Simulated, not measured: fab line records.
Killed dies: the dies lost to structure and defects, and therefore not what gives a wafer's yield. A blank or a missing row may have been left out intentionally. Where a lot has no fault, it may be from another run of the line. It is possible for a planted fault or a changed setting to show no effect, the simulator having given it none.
One fault through the eyes of 2 desks ; flow sky130 ; each desk holds nothing but its own numbers, with what lay behind them at the end

## THE TOOL OWNER'S DESK: rieDiel-04
The tool's own readings at SKY_VIA2_ETCH_15 (etches SiO2 in C4F8/O2/Ar, stops on TiN, target depth 546 nm, time 84 s): means of the sampled wafers that have a number, for each lot that ran on this tool. Any lot whose mean is over 4 standard deviations away from the usual mean is out of limits and marked OUT; that distance is given in the brackets.
Columns: A = oesProductAu at SKY_VIA2_ETCH_15, usual 0.940 a.u.; B = rfFwdPowerW at SKY_VIA2_ETCH_15, usual 1490 W
lot;first seen here;A;B
L389;day 37 00:26;0.942;1486
L391;day 37 09:31;0.940;1490
L400;day 40 10:13;0.938;1252 (-50) OUT
L401;day 40 18:40;0.936;1244 (-51) OUT
This desk's verdict: out of limits on L400, L401, starting with L400 at day 40 10:13 (rfFwdPowerW at SKY_VIA2_ETCH_15). Within limits: L389, L391.

## FROM THE METROLOGY DESK
What the gauges read, lot by lot, whatever tool the lot ran on: means of the sampled wafers that have a number. Any lot whose mean is over 4 standard deviations away from the usual mean is out of limits and marked OUT; that distance is given in the brackets.
Columns: A = cdNm at SKY_METAL2_CD_MEAS_15, usual 140.4 nm; B = VIA2_W_RS at SKY_VIA2_RS_MEAS_22, usual 0.270 ohm/sq; C = CAPM_CVD_00_THK at SKY_CAPM_THK_MEAS_01, usual 15.47 nm
lot;first seen here;A;B;C
L389;day 35 20:44;140.5;0.271;15.64
L391;day 36 05:44;144.9;0.266;15.41
L392;day 36 10:41;138.7;0.271;15.34
L397;day 38 03:10;137.3;0.275;15.34
L400;day 39 07:15;137.7;0.267;15.61
L401;day 39 16:04;138.6;0.274;15.68
L402;day 39 22:28;140.1;0.265;15.56
L403;day 40 05:56;143.6;0.270;15.12
L405;day 40 13:41;141.9;0.272;15.27
L407;day 41 06:21;139.4;0.271;15.52
L408;day 41 11:58;141.5;0.269;15.65
This desk's verdict: no lot among the 11 shows anything out of limits.

## PUT TOGETHER
The tool owner's desk had the chance to raise an alarm at day 40 10:13 on L400, L401.
From the metrology desk's view, nothing was out of limits.
The metrology desk has L400, L401 on record, within its limits.
Of the lots named, all ran SKY_VIA2_ETCH_15 on rieDiel-04.

## WHAT HAD BEEN PUT IN BY THE SIMULATOR
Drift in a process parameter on rieDiel-04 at SKY_VIA2_ETCH_15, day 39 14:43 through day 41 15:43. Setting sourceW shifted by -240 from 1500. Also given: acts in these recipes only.
Struck lots among those shown: L400, L401.
How many hours passed from the start of the fault until each desk's first out-of-limits reading: the tool owner's desk, 20.
